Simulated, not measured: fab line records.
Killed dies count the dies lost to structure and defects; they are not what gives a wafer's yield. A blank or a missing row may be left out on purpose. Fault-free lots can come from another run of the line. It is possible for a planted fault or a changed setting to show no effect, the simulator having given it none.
Matching of chambers / flow gf180mcu / GF_STI_CMP_25 on cmp-01: 4 sister chambers
The step polishes, stops on Si3N4, t overpolish 33 s, target thk 524.6 nm. 8 wafers are shown with their chamber, then 7 later ones without.

== WAFERS, EACH WITH ITS CHAMBER ==
wafer=L229.1; chamber=0; motorCurrentA (A)=10.7; headPressurePsi (psi)=4.008
wafer=L229.4; chamber=1; motorCurrentA (A)=11.9; headPressurePsi (psi)=4.005
wafer=L229.5; chamber=3; motorCurrentA (A)=12.7; headPressurePsi (psi)=3.997
wafer=L232.2; chamber=1; motorCurrentA (A)=11.7; headPressurePsi (psi)=4.009
wafer=L232.3; chamber=2; motorCurrentA (A)=12.9; headPressurePsi (psi)=4.005
wafer=L232.5; chamber=0; motorCurrentA (A)=10.7; headPressurePsi (psi)=4.006
wafer=L235.2; chamber=3; motorCurrentA (A)=13.8; headPressurePsi (psi)=3.984
wafer=L235.3; chamber=2; motorCurrentA (A)=13.0; headPressurePsi (psi)=3.996

== WAFERS MISSING THEIR CHAMBER ==
wafer=L235.4; motorCurrentA (A)=11.6; headPressurePsi (psi)=3.996
wafer=L236.1; motorCurrentA (A)=12.2; headPressurePsi (psi)=3.995
wafer=L236.3; motorCurrentA (A)=12.4; headPressurePsi (psi)=4.009
wafer=L236.6; motorCurrentA (A)=10.2; headPressurePsi (psi)=4.000
wafer=L245.3; motorCurrentA (A)=10.6; headPressurePsi (psi)=4.001
wafer=L245.4; motorCurrentA (A)=12.2; headPressurePsi (psi)=4.005
wafer=L245.5; motorCurrentA (A)=12.7; headPressurePsi (psi)=4.002

== THE CHAMBER EACH PASSED THROUGH ==
wafer=L235.4; from the rows above=can't be placed: 1 or 0 or 2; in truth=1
wafer=L236.1; from the rows above=can't be placed: 2 or 1 or 3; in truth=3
wafer=L236.3; from the rows above=can't be placed: 1 or 2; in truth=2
wafer=L236.6; from the rows above=0; in truth=0
wafer=L245.3; from the rows above=0; in truth=0
wafer=L245.4; from the rows above=can't be placed: 1 or 2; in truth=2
wafer=L245.5; from the rows above=can't be placed: 2 or 3 or 1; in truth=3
Correctly placed: 2 of 7. Can't be placed from these rows: 5 (the true chamber is among the candidates in 5). Placed wrongly: 0.
How it was worked out, from the rows above alone: a wafer's distance from a chamber is the root of the sum, over the readings, of the square of ((its reading less the chamber's mean) divided by the reading's scatter). If the next closest chamber is less than 2 further off than the closest, the wafer can't be placed; otherwise it belongs to the closest. For every chamber, the mean is computed from those of its wafers that are shown. The scatter is the square root of a quotient: the sum, over the shown wafers, of each reading's squared deviation from its chamber's mean, divided by wafers minus chambers.
